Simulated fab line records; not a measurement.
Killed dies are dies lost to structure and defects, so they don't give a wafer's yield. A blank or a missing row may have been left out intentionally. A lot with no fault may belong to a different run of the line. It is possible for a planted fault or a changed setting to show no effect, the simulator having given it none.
fab line records    flow sky130
[record] lots = 11  wafers = 33  last_day = 50
route steps=708 shown METAL5@667 PASSIVATION@692 PAD_OPEN@696
lots that met no fault: taken from a fault-free run of the same line
start_h: hours from the record's opening day to when the first of the lot's shown wafers began    wait_h: hours since the lot's step before    " as in the row above    L1.1+2: several wafers, shown together as one row    - value missing, or start not given    * or withheld: withheld    < > ~ a bound
route shown NAME@n: NAME is a module with steps in the file, n the number in the route of the first one    usual: mean and standard deviation over wafers with no fault    same: alike in all rows    chamber/n: place in a boat    sites: the reading at each site    _std_site: standard deviation of those values    _edge_site: outer sites' mean less inner sites'    radius_mm: for every site, how far away it sits from the centre of the wafer    mask NAME#n: copy n    behind: the last tool/chamber to shape the wafer    hold: what put the lot on hold/how long, in hours/how the hold closed    device: names the non-switching transistor (n, p or np)    end of line: at the end of the route, the tests of the same wafers    a step given without rows: its recipe and nothing more    killed: at the first sort, the dies lost to defects and structure; wafer yield is something else    map: dies across one wafer; x = killed, . = not, _ = none there
set.NAME: the setting that was run; set.NAME@STEP: the one run at that earlier step    model.NAME: the simulator's own value behind a step, which no gauge read
route steps across a sampled set of lots; one table per step, one row per wafer
services: the hour from which a tool's chamber was out of use, counted from the record's first day as start_h (under 0 if before that day), plus the number of hours and why
[[steps]]
[step SKY_METAL5_THK_MEAS_06]
[recipe] thk_meas_gauge = xrf  reads = AlCu_of_METAL5_SPUTTER_02
[usual] METAL5_ALCU_THK = 1167/13
lot.wafer  tool           chamber  start_h  wait_h  METAL5_ALCU_THK[nm]
L804.1     film_metro-02  -        1011.48  0.1     1183
L804.2     "              -        "        "       1173
L804.3     "              -        "        "       1179
L805.1     film_metro-04  -        1016.13  0.1     1201
L805.5     "              -        "        "       1193
L805.6     "              -        "        "       1187
L806.1     film_metro-01  -        1019.32  0.1     1141
L806.2     "              -        "        "       1155
L806.5     "              -        "        "       1159
L810.2     film_metro-02  -        1053.59  0.1     1170
L810.4     "              -        "        "       1156
L810.5     "              -        "        "       1169
L809.2     film_metro-04  -        1055.52  0.1     1196
L809.3     "              -        "        "       1178
L809.4     "              -        "        "       1179
L815.1     film_metro-02  -        1095.86  0.1     1176
L815.3     "              -        "        "       1172
L815.5     "              -        "        "       1188
L816.1     film_metro-02  -        1097.97  0.1     1151
L816.2     "              -        "        "       1165
L816.4     "              -        "        "       1157
L818.1     film_metro-01  -        1100.82  0.1     1170
L818.3     "              -        "        "       1166
L818.6     "              -        "        "       1169
L819.1     film_metro-02  -        1104.12  0.1     1172
L819.2     "              -        "        "       1164
L819.5     "              -        "        "       1168
L821.3     film_metro-01  -        1129.47  0.1     1182
L821.4     "              -        "        "       1186
L821.5     "              -        "        "       1178
L823.3     film_metro-01  -        1134.51  0.1     1156
L823.4     "              -        "        "       1170
L823.6     "              -        "        "       1163
[step SKY_PASSIVATION_ETCH_11]
[recipe] chemistry = CF4/O2  target_depth_nm = 725  stop_on = AlCu  source_w = 800  bias_w = 150  pressure_mtorr = 150  cf4_flow_sccm = 80  O2_flow_sccm = 10  time_s = 161.1
[usual] cf4_flow_sccm = 79.98/0.22  chamber_pressure_mTorr = 150.00/0.14  drypump_motor_current_A = 5.6/0.55  oes_product_au = 0.976/0.0063  throttle_valve_pct = 5.963/0.0096
lot.wafer  tool         chamber  start_h  wait_h  cf4_flow_sccm  chamber_pressure_mTorr  drypump_motor_current_A  oes_product_au  rf_hours_counter_h  throttle_valve_pct
L804.1     rie_diel-01  3        1056.61  -       79.78          150.08                  5.2                      0.969           10                  5.959
L804.2     "            1        "        "       80.15          149.82                  6.6                      0.967           14                  5.968
L804.3     "            0        "        "       79.94          150.12                  5.9                      0.971           1                   5.956
L805.1     rie_diel-03  2        1062.21  -       80.12          150.05                  5.7                      0.970           29                  5.971
L805.5     "            2        "        "       79.94          150.03                  5.7                      0.975           -                   5.960
L805.6     "            3        "        "       80.14          150.05                  4.7                      0.983           -                   5.963
L806.1     rie_diel-01  0        1064.80  -       79.98          150.18                  5.9                      0.971           1                   5.955
L806.2     "            1        "        "       79.60          149.98                  6.6                      0.982           14                  5.987
L806.5     "            2        "        "       80.20          149.69                  5.2                      0.978           -                   5.956
L810.2     rie_diel-03  2        1097.20  -       80.16          150.26                  5.7                      0.971           31                  5.972
L810.4     "            1        "        "       80.01          150.14                  6.0                      0.977           19                  5.960
L810.5     "            3        "        "       80.13          149.97                  4.7                      0.983           -                   5.982
L809.2     rie_diel-02  1        1098.25  -       80.21          149.86                  5.7                      0.975           21                  5.939
L809.3     "            2        "        "       79.97          150.12                  5.5                      0.976           5                   5.962
L809.4     "            1        "        "       80.33          149.79                  5.7                      0.994           -                   5.966
L815.1     rie_diel-02  3        1134.55  -       79.76          149.84                  6.3                      0.982           14                  5.955
L815.3     "            1        "        "       79.83          150.16                  5.7                      0.982           22                  5.960
L815.5     "            0        "        "       79.92          149.98                  5.2                      0.972           -                   5.965
L816.1     rie_diel-03  3        1137.26  -       79.82          150.08                  4.7                      0.967           29                  5.940
L816.2     "            0        "        "       79.95          149.88                  4.9                      0.967           14                  5.975
L816.4     "            2        "        "       79.34          149.78                  5.7                      0.977           32                  5.960
L818.1     rie_diel-02  0        1140.80  -       80.11          149.81                  5.2                      0.968           1                   5.972
L818.3     "            2        "        "       80.26          149.84                  5.5                      0.973           7                   5.956
L818.6     "            2        "        "       80.11          150.07                  5.5                      0.985           -                   5.959
L819.1     rie_diel-01  0        1144.70  -       79.77          149.95                  5.9                      0.978           4                   5.960
L819.2     "            1        "        "       80.34          149.98                  6.6                      0.971           17                  5.966
L819.5     "            0        "        "       80.10          149.87                  5.9                      0.982           -                   5.967
L821.3     rie_diel-01  2        1166.95  -       79.93          149.80                  5.2                      0.964           11                  5.971
L821.4     "            3        "        "       80.27          149.86                  5.2                      0.981           14                  5.976
L821.5     "            1        "        "       79.94          150.03                  6.6                      0.985           -                   5.955
L823.3     rie_diel-01  2        1169.75  -       79.73          149.68                  5.1                      0.972           11                  5.955
L823.4     "            0        "        "       80.05          150.12                  5.9                      0.984           5                   5.957
L823.6     "            3        "        "       79.77          149.84                  5.2                      0.979           -                   5.963
[step SKY_PAD_OPEN_COAT_02]
[recipe] spin_rpm = 2000  resist_thk_nm = 3000
[usual] spin_speed_rpm = 1999.9/1.2
lot.wafer  tool            chamber  start_h  wait_h  spin_speed_rpm
L804.1     litho_track-02  0        1067.65  0.1     1999.7
L804.2     "               0        "        "       2000.5
L804.3     "               0        "        "       1999.6
L805.1     litho_track-02  0        1072.70  0.1     2001.3
L805.5     "               0        "        "       2000.9
L805.6     "               0        "        "       2000.8
L806.1     litho_track-02  0        1074.60  0.1     1999.9
L806.2     "               0        "        "       2001.1
L806.5     "               0        "        "       2000.0
L810.2     litho_track-02  0        1105.93  0.1     2087.2
L810.4     "               0        "        "       2086.4
L810.5     "               0        "        "       2087.8
L809.2     litho_track-02  0        1106.93  0.1     2086.1
L809.3     "               0        "        "       2084.9
L809.4     "               0        "        "       2087.5
L815.1     litho_track-04  0        1143.80  0.1     2000.8
L815.3     "               0        "        "       2000.8
L815.5     "               0        "        "       1998.7
L816.1     litho_track-03  0        1145.86  0.1     1999.8
L816.2     "               0        "        "       1999.0
L816.4     "               0        "        "       1998.7
L818.1     litho_track-03  0        1149.01  0.1     1999.4
L818.3     "               0        "        "       1999.1
L818.6     "               0        "        "       1998.0
L819.1     litho_track-04  0        1153.70  0.1     1996.1
L819.2     "               0        "        "       1999.3
L819.5     "               0        "        "       1999.8
L821.3     litho_track-03  0        1174.76  0.1     2000.2
L821.4     "               0        "        "       1999.1
L821.5     "               0        "        "       1999.9
L823.3     litho_track-04  0        1178.60  0.1     2000.3
L823.4     "               0        "        "       1998.5
L823.6     "               0        "        "       2000.3
[step SKY_PAD_OPEN_STRIP_08]
[recipe] chemistry = O2/N2  power_w = 1400  pressure_mtorr = 1500  platen_temp_c = withheld  overash_fraction = 0.7  o2_flow_sccm = 3000  n2_flow_sccm = 300
[usual] chamber_pressure_mTorr = 1500.1/1.4  drypump_motor_current_A = 5.7/0.64  oes_product_au = 0.663/0.0045
lot.wafer  tool             chamber  start_h  wait_h  chamber_pressure_mTorr  drypump_motor_current_A  oes_product_au  rf_hours_counter_h
L804.1     plasma_asher-01  1        1078.56  0.1     1498.8                  4.8                      0.668           91
L804.2     "                0        "        "       1498.7                  5.7                      0.659           91
L804.3     "                0        "        "       1500.5                  5.7                      0.661           -
L805.1     plasma_asher-03  1        1081.92  0.1     1499.6                  6.0                      0.662           32
L805.5     "                1        "        "       1498.7                  6.0                      0.652           -
L805.6     "                0        "        "       1501.9                  6.1                      0.664           -
L806.1     plasma_asher-03  1        1084.61  0.1     1499.0                  6.0                      0.659           32
L806.2     "                0        "        "       1499.2                  6.1                      0.662           32
L806.5     "                0        "        "       1501.3                  6.1                      0.661           -
L810.2     plasma_asher-01  1        1117.56  0.1     1498.0                  4.8                      0.666           94
L810.4     "                1        "        "       1500.0                  4.8                      0.667           -
L810.5     "                0        "        "       1501.4                  5.8                      0.666           -
L809.2     plasma_asher-01  0        1118.11  0.1     1500.4                  5.7                      0.671           94
L809.3     "                0        "        "       1500.3                  5.8                      0.675           -
L809.4     "                1        "        "       1499.2                  4.8                      0.662           -
L815.1     plasma_asher-04  1        1153.11  0.1     1502.0                  5.8                      0.668           75
L815.3     "                1        "        "       1500.7                  5.8                      0.659           -
L815.5     "                0        "        "       1499.7                  6.9                      0.669           -
L816.1     plasma_asher-04  1        1156.22  0.1     1502.5                  5.8                      0.660           75
L816.2     "                0        "        "       1499.2                  6.9                      0.660           75
L816.4     "                1        "        "       1497.4                  5.8                      0.663           -
L818.1     plasma_asher-03  0        1159.46  0.1     1498.9                  6.1                      0.667           40
L818.3     "                1        "        "       1499.0                  6.0                      0.663           -
L818.6     "                0        "        "       1501.3                  6.1                      0.666           -
L819.1     plasma_asher-04  0        1163.26  0.1     1499.6                  6.8                      0.659           76
L819.2     "                1        "        "       1500.2                  5.8                      0.668           76
L819.5     "                0        "        "       1500.6                  6.8                      0.660           -
L821.3     plasma_asher-04  1        1183.05  0.1     1499.9                  5.8                      0.668           -
L821.4     "                0        "        "       1501.5                  6.8                      0.668           -
L821.5     "                0        "        "       1503.3                  6.8                      0.653           -
L823.3     plasma_asher-01  1        1186.54  0.1     1500.8                  4.8                      0.663           -
L823.4     "                0        "        "       1500.0                  5.7                      0.667           -
L823.6     "                0        "        "       1499.0                  5.7                      0.665           -
[step SKY_PAD_OPEN_PROBE_99]
[usual] defect_limited_yield = 82.3/1.9  killed_at_M0_to_M3 = 43/6.7  killed_at_M4_up = 3.2/1.8  killed_at_contacts = 25/5.2  killed_at_front_end = 15/4.4  killed_at_other = 0.2/0.4  killed_dies = 87/9.3  killed_on_rim = 17/4  killed_open = 48/7.1  killed_short = 39/6  sort_bin_3_pad_short = 0.9/0.41  sort_bin_5_function = 10.5/1.4  sort_bin_6_memory = 6.3/1.1  sort_n_pass = 405/9.3  sort_yield_pct = 82.3/1.9
[same] gross_dies = 492  killed_at_back_side = 0  sort_bin_4_leakage[%] = 0  sort_bin_8_speed[%] = 0
lot.wafer  tool       chamber  start_h  wait_h  defect_limited_yield[%]  killed_at_M0_to_M3  killed_at_M4_up  killed_at_contacts  killed_at_front_end  killed_at_other  killed_dies  killed_on_rim  killed_open  killed_short  sort_bin_3_pad_short[%]  sort_bin_5_function[%]  sort_bin_6_memory[%]  sort_n_pass  sort_yield_pct[%]
L804.1     prober-02  -        1080.81  0.1     84.3                     39                  5                15                  17                   1                77           11             43           34            0.4                      8.3                     6.9                   415          84.3
L804.2     prober-02  -        1080.86  0.1     75.8                     64                  5                31                  19                   0                119          27             75           44            0.6                      15.0                    8.5                   373          75.8
L804.3     prober-02  -        1080.91  0.2     83.7                     38                  3                19                  20                   0                80           17             43           37            0.6                      10.8                    4.9                   412          83.7
L805.1     prober-01  -        1084.13  0.1     79.3                     49                  1                39                  13                   0                102          19             57           45            0.4                      13.0                    7.3                   390          79.3
L805.5     prober-01  -        1084.33  0.2     81.7                     35                  5                29                  20                   1                90           17             49           41            0.6                      10.2                    7.5                   402          81.7
L805.6     prober-01  -        1084.38  0.2     81.3                     55                  3                23                  11                   0                92           25             53           39            0.8                      9.8                     8.1                   400          81.3
L806.1     prober-02  -        1086.82  0.1     81.3                     46                  3                29                  12                   2                92           19             60           32            1.2                      10.6                    6.9                   400          81.3
L806.2     prober-02  -        1086.87  0.1     80.7                     48                  6                23                  18                   0                95           20             51           44            0.6                      12.4                    6.3                   397          80.7
L806.5     prober-02  -        1087.02  0.2     79.7                     52                  5                28                  15                   0                100          18             61           39            0.8                      13.2                    6.3                   392          79.7
L810.2     prober-01  -        1120.23  0.1     80.7                     55                  6                24                  10                   0                95           23             45           50            0.4                      12.2                    6.7                   397          80.7
L810.4     prober-01  -        1120.33  0.2     82.7                     44                  3                21                  17                   0                85           18             35           50            1.0                      8.7                     7.5                   407          82.7
L810.5     prober-01  -        1120.38  0.2     83.9                     36                  3                23                  17                   0                79           9              40           39            1.0                      8.9                     6.1                   413          83.9
L809.2     prober-02  -        1120.54  0.1     83.3                     43                  5                22                  11                   1                82           12             39           43            0.4                      9.3                     6.9                   410          83.3
L809.3     prober-02  -        1120.59  0.2     82.1                     44                  4                23                  17                   0                88           17             53           35            0.2                      11.2                    6.5                   404          82.1
L809.4     prober-02  -        1120.64  0.2     79.9                     56                  2                20                  21                   0                99           21             52           47            1.4                      9.6                     9.1                   393          79.9
L815.1     prober-02  -        1155.36  0.1     86.6                     31                  1                20                  14                   0                66           14             38           28            0.8                      8.5                     4.1                   426          86.6
L815.3     prober-02  -        1155.46  0.2     82.1                     40                  4                30                  14                   0                88           17             49           39            1.0                      11.2                    5.7                   404          82.1
L815.5     prober-02  -        1155.56  0.2     81.7                     48                  3                28                  11                   0                90           19             50           40            1.2                      10.4                    6.7                   402          81.7
L816.1     prober-01  -        1158.45  0.1     80.7                     47                  3                23                  22                   0                95           15             54           41            0.8                      11.6                    6.9                   397          80.7
L816.2     prober-01  -        1158.50  0.1     80.3                     37                  2                31                  27                   0                97           19             60           37            1.0                      11.2                    7.5                   395          80.3
L816.4     prober-01  -        1158.60  0.2     80.3                     50                  4                21                  21                   1                97           14             48           49            1.2                      11.4                    7.1                   395          80.3
L818.1     prober-02  -        1161.67  0.1     85.8                     34                  3                16                  17                   0                70           12             39           31            0.8                      10.6                    2.8                   422          85.8
L818.3     prober-02  -        1161.77  0.2     85.4                     37                  3                22                  10                   0                72           15             41           31            0.2                      9.3                     5.1                   420          85.4
L818.6     prober-02  -        1161.92  0.2     85.4                     41                  3                15                  13                   0                72           10             36           36            0.6                      8.7                     5.3                   420          85.4
L819.1     prober-01  -        1165.50  0.1     83.7                     41                  3                20                  16                   0                80           10             42           38            0.8                      9.6                     5.9                   412          83.7
L819.2     prober-01  -        1165.55  0.1     80.9                     54                  2                18                  20                   0                94           16             47           47            0.8                      12.0                    6.3                   398          80.9
L819.5     prober-01  -        1165.70  0.2     81.3                     39                  3                26                  24                   0                92           18             52           40            0.6                      11.8                    6.3                   400          81.3
L821.3     prober-01  -        1185.40  0.2     80.9                     42                  1                33                  18                   0                94           23             54           40            1.4                      11.2                    6.5                   398          80.9
L821.4     prober-01  -        1185.45  0.2     82.5                     42                  5                24                  15                   0                86           13             54           32            0.6                      9.3                     7.5                   406          82.5
L821.5     prober-01  -        1185.50  0.2     84.6                     30                  5                25                  15                   1                76           16             45           31            0.2                      9.1                     6.1                   416          84.6
L823.3     prober-01  -        1188.82  0.2     84.1                     41                  1                29                  7                    0                78           11             46           32            1.0                      9.1                     5.7                   414          84.1
L823.4     prober-01  -        1188.87  0.2     81.5                     45                  1                31                  13                   1                91           17             48           43            1.2                      10.4                    6.9                   401          81.5
L823.6     prober-01  -        1188.97  0.2     81.5                     44                  1                25                  21                   0                91           23             58           33            0.2                      10.6                    7.7                   401          81.5
// killed by level:class
L804.1 VIA1:geometric_particle:open=12 POLY_GATE:geometric_particle:open=7 VIA2:geometric_particle:open=7 CONTACT:geometric_particle:short=6 VIA1:geometric_particle:short=6 FIELD_ISO:geometric_particle:open=4 CONTACT:geometric_particle:open=4 METAL3:geometric_particle:short=4
L804.2 VIA1:geometric_particle:open=19 LI_CONTACT:geometric_particle:open=9 CONTACT:geometric_particle:open=9 VIA2:geometric_particle:open=9 CONTACT:geometric_particle:short=8 FIELD_ISO:geometric_particle:open=7 VIA3:geometric_particle:open=7 VIA3:geometric_particle:short=6
L804.3 FIELD_ISO:geometric_particle:open=7 CONTACT:geometric_particle:open=7 METAL2:geometric_particle:short=7 METAL1:geometric_particle:short=6 CONTACT:geometric_particle:short=5 METAL3:geometric_particle:short=5 VIA3:geometric_particle:open=4 LI_CONTACT:geometric_particle:open=4
L805.1 CONTACT:geometric_particle:open=13 LI_CONTACT:geometric_particle:open=10 VIA1:geometric_particle:open=10 CONTACT:geometric_particle:short=7 METAL2:geometric_particle:short=7 VIA1:geometric_particle:short=6 VIA2:geometric_particle:open=6 VIA3:geometric_particle:open=6
L805.5 LOCAL_INTERCONNECT:geometric_particle:short=9 VIA1:geometric_particle:open=8 CONTACT:geometric_particle:open=7 METAL1:geometric_particle:short=7 LI_CONTACT:geometric_particle:open=6 FIELD_ISO:geometric_particle:short=5 METAL2:geometric_particle:open=5 CONTACT:geometric_particle:short=5
L805.6 VIA1:geometric_particle:open=9 CONTACT:geometric_particle:open=9 METAL1:geometric_particle:short=9 VIA2:geometric_particle:open=9 VIA1:geometric_particle:short=6 FIELD_ISO:geometric_particle:open=5 METAL1:geometric_particle:open=5 METAL2:geometric_particle:short=5
L806.1 VIA1:geometric_particle:open=16 CONTACT:geometric_particle:open=16 METAL2:geometric_particle:short=8 LI_CONTACT:geometric_particle:open=7 VIA3:geometric_particle:open=5 VIA2:geometric_particle:short=4 FIELD_ISO:geometric_particle:short=3 FIELD_ISO:geometric_particle:open=3
L806.2 VIA1:geometric_particle:open=14 LI_CONTACT:geometric_particle:open=8 CONTACT:geometric_particle:short=7 FIELD_ISO:geometric_particle:open=6 METAL1:geometric_particle:short=6 METAL2:geometric_particle:short=5 VIA3:geometric_particle:short=5 METAL4:geometric_particle:short=5
L806.5 VIA1:geometric_particle:open=13 LI_CONTACT:geometric_particle:open=10 METAL1:geometric_particle:short=10 VIA2:geometric_particle:open=9 CONTACT:geometric_particle:open=8 VIA3:geometric_particle:open=5 FIELD_ISO:geometric_particle:open=4 LI_CONTACT:geometric_particle:short=4
L810.2 VIA1:geometric_particle:open=11 VIA2:geometric_particle:open=9 VIA3:geometric_particle:short=7 METAL3:geometric_particle:short=7 LI_CONTACT:geometric_particle:open=6 CONTACT:geometric_particle:short=6 VIA3:geometric_particle:open=6 CONTACT:geometric_particle:open=5
L810.4 METAL2:geometric_particle:short=9 FIELD_ISO:geometric_particle:open=7 LI_CONTACT:geometric_particle:open=7 VIA1:geometric_particle:short=7 VIA2:geometric_particle:short=6 LOCAL_INTERCONNECT:geometric_particle:short=5 METAL1:geometric_particle:short=5 VIA1:geometric_particle:open=5
L810.5 CONTACT:geometric_particle:open=9 VIA3:geometric_particle:open=6 LOCAL_INTERCONNECT:geometric_particle:short=5 VIA2:geometric_particle:open=5 VIA2:geometric_particle:short=5 FIELD_ISO:geometric_particle:open=4 VIA1:geometric_particle:short=4 SPACER:geometric_particle:open=4
L809.2 METAL1:geometric_particle:short=8 VIA1:geometric_particle:open=7 VIA3:geometric_particle:open=7 CONTACT:geometric_particle:open=6 FIELD_ISO:geometric_particle:open=5 VIA1:geometric_particle:short=5 METAL2:geometric_particle:short=5 FIELD_ISO:geometric_particle:short=4
L809.3 VIA1:geometric_particle:open=16 LOCAL_INTERCONNECT:geometric_particle:short=7 CONTACT:geometric_particle:open=6 VIA3:geometric_particle:open=6 LI_CONTACT:geometric_particle:open=5 VIA2:geometric_particle:open=5 FIELD_ISO:geometric_particle:short=4 FIELD_ISO:geometric_particle:open=4
L809.4 VIA1:geometric_particle:open=14 VIA1:geometric_particle:short=9 POLY_GATE:geometric_particle:short=6 METAL1:geometric_particle:short=6 CONTACT:geometric_particle:short=6 VIA3:geometric_particle:open=6 LI_CONTACT:geometric_particle:open=5 CONTACT:geometric_particle:open=5
L815.1 CONTACT:geometric_particle:open=9 VIA1:geometric_particle:open=7 METAL2:geometric_particle:short=7 POLY_GATE:geometric_particle:open=6 LOCAL_INTERCONNECT:geometric_particle:short=5 VIA3:geometric_particle:open=5 VIA1:geometric_particle:short=4 FIELD_ISO:geometric_particle:open=3
L815.3 CONTACT:geometric_particle:open=11 VIA1:geometric_particle:open=11 LI_CONTACT:geometric_particle:open=8 VIA1:geometric_particle:short=5 METAL2:geometric_particle:short=5 FIELD_ISO:geometric_particle:open=4 METAL1:geometric_particle:short=4 LI_CONTACT:geometric_particle:short=4
L815.5 VIA1:geometric_particle:open=19 CONTACT:geometric_particle:open=10 LI_CONTACT:geometric_particle:open=7 CONTACT:geometric_particle:short=7 VIA1:geometric_particle:short=6 VIA2:geometric_particle:short=5 VIA3:geometric_particle:open=5 METAL2:geometric_particle:short=4
L816.1 VIA1:geometric_particle:open=14 LI_CONTACT:geometric_particle:open=9 VIA1:geometric_particle:short=7 POLY_GATE:geometric_particle:short=6 CONTACT:geometric_particle:open=6 METAL2:geometric_particle:short=6 FIELD_ISO:geometric_particle:open=5 METAL1:geometric_particle:short=5
L816.2 CONTACT:geometric_particle:open=12 POLY_GATE:geometric_particle:open=8 VIA1:geometric_particle:open=8 FIELD_ISO:geometric_particle:open=7 VIA3:geometric_particle:open=7 LI_CONTACT:geometric_particle:open=7 VIA2:geometric_particle:open=7 FIELD_ISO:geometric_particle:short=6
L816.4 METAL2:geometric_particle:short=11 VIA2:geometric_particle:open=10 LI_CONTACT:geometric_particle:open=9 VIA1:geometric_particle:open=8 FIELD_ISO:geometric_particle:open=7 FIELD_ISO:geometric_particle:short=5 METAL1:geometric_particle:short=5 VIA1:geometric_particle:short=5
L818.1 CONTACT:geometric_particle:open=6 VIA1:geometric_particle:open=6 VIA3:geometric_particle:open=6 FIELD_ISO:geometric_particle:open=5 VIA2:geometric_particle:open=5 METAL2:geometric_particle:short=5 SPACER:geometric_particle:short=3 CONTACT:geometric_particle:short=3
L818.3 VIA1:geometric_particle:open=12 CONTACT:geometric_particle:open=6 VIA2:geometric_particle:open=5 LI_CONTACT:geometric_particle:open=5 METAL2:geometric_particle:short=5 VIA3:geometric_particle:open=5 LOCAL_INTERCONNECT:geometric_particle:short=4 CONTACT:geometric_particle:short=4
L818.6 CONTACT:geometric_particle:open=8 VIA2:geometric_particle:open=6 VIA1:geometric_particle:short=6 METAL2:geometric_particle:short=6 VIA1:geometric_particle:open=5 VIA3:geometric_particle:open=5 FIELD_ISO:geometric_particle:short=4 POLY_GATE:geometric_particle:short=4
L819.1 VIA1:geometric_particle:open=13 LOCAL_INTERCONNECT:geometric_particle:short=5 CONTACT:geometric_particle:open=5 VIA2:geometric_particle:open=5 VIA1:geometric_particle:short=4 CONTACT:geometric_particle:short=4 METAL3:geometric_particle:short=4 FIELD_ISO:geometric_particle:open=3
L819.2 VIA1:geometric_particle:open=13 METAL1:geometric_particle:short=9 VIA2:geometric_particle:open=8 VIA3:geometric_particle:open=7 POLY_GATE:geometric_particle:open=5 CONTACT:geometric_particle:open=5 CONTACT:geometric_particle:short=5 VIA1:geometric_particle:short=5
L819.5 VIA1:geometric_particle:open=13 CONTACT:geometric_particle:open=11 FIELD_ISO:geometric_particle:open=7 LI_CONTACT:geometric_particle:open=7 LOCAL_INTERCONNECT:geometric_particle:short=5 VIA1:geometric_particle:short=5 FIELD_ISO:geometric_particle:short=4 POLY_GATE:geometric_particle:open=4
L821.3 CONTACT:geometric_particle:open=13 CONTACT:geometric_particle:short=9 VIA1:geometric_particle:open=9 FIELD_ISO:geometric_particle:open=7 VIA2:geometric_particle:open=6 LI_CONTACT:geometric_particle:short=5 VIA3:geometric_particle:open=5 METAL3:geometric_particle:short=4
L821.4 CONTACT:geometric_particle:open=11 VIA1:geometric_particle:open=9 VIA2:geometric_particle:open=9 VIA3:geometric_particle:open=8 LI_CONTACT:geometric_particle:open=6 FIELD_ISO:geometric_particle:short=5 METAL3:geometric_particle:short=4 METAL2:geometric_particle:short=4
L821.5 CONTACT:geometric_particle:open=12 LI_CONTACT:geometric_particle:open=6 METAL3:geometric_particle:short=5 VIA1:geometric_particle:open=5 FIELD_ISO:geometric_particle:short=4 METAL2:geometric_particle:short=4 VIA2:geometric_particle:open=4 VIA3:geometric_particle:open=4
L823.3 CONTACT:geometric_particle:open=10 VIA1:geometric_particle:open=10 VIA3:geometric_particle:open=9 CONTACT:geometric_particle:short=9 LI_CONTACT:geometric_particle:open=8 METAL1:geometric_particle:short=6 FIELD_ISO:geometric_particle:short=5 VIA2:geometric_particle:open=5
L823.4 CONTACT:geometric_particle:open=13 METAL1:geometric_particle:short=8 VIA2:geometric_particle:open=7 FIELD_ISO:geometric_particle:open=6 LI_CONTACT:geometric_particle:open=6 VIA1:geometric_particle:open=6 METAL3:geometric_particle:short=6 LOCAL_INTERCONNECT:geometric_particle:short=5
L823.6 CONTACT:geometric_particle:open=12 VIA1:geometric_particle:open=12 POLY_GATE:geometric_particle:open=6 VIA3:geometric_particle:open=6 LI_CONTACT:geometric_particle:open=5 VIA2:geometric_particle:open=5 FIELD_ISO:geometric_particle:open=4 CONTACT:geometric_particle:short=4
[[services]]
tool             chamber  start_h  hours  kind
rie_diel-01      -        1065.05  14.6   pm
rie_diel-02      0        1090.18  -      clean
rie_diel-02      0        1090.18  14.8   scheduled_down
rie_diel-02      0        1090.18  14.8   vent_cycle
plasma_asher-04  -        1113.64  4.6    repair
rie_diel-03      3        1142.02  4.9    repair
rie_diel-03      2        1147.01  -      clean
rie_diel-03      2        1147.01  -      consumable_replace:focus_ring
rie_diel-03      2        1147.01  17.6   scheduled_down
rie_diel-03      2        1147.01  17.6   vent_cycle
rie_diel-01      3        1185.94  9.4    repair
[[key]]
[first_sign] step = SKY_PAD_OPEN_COAT_02  reading = spin_speed_rpm  direction = up  sigmas = 71  usual = 1999.9  struck = 2086.7
effect none on later readings
met_at SKY_PAD_OPEN_COAT_02
struck_lots L809,L810
not_acting_at SKY_METAL5_THK_MEAS_06,SKY_PASSIVATION_ETCH_11,SKY_PAD_OPEN_STRIP_08
onset_between 1074.60 1105.93
[fault] kind = process_parameter_drift  tool = litho_track-02  chamber = -  onset_h = 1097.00  steps = SKY_PAD_OPEN_COAT_02  channel = spin_rpm  offset = 87.115  shape = step  end_h = 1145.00  acts_in = these_recipes_only  stated = 2000
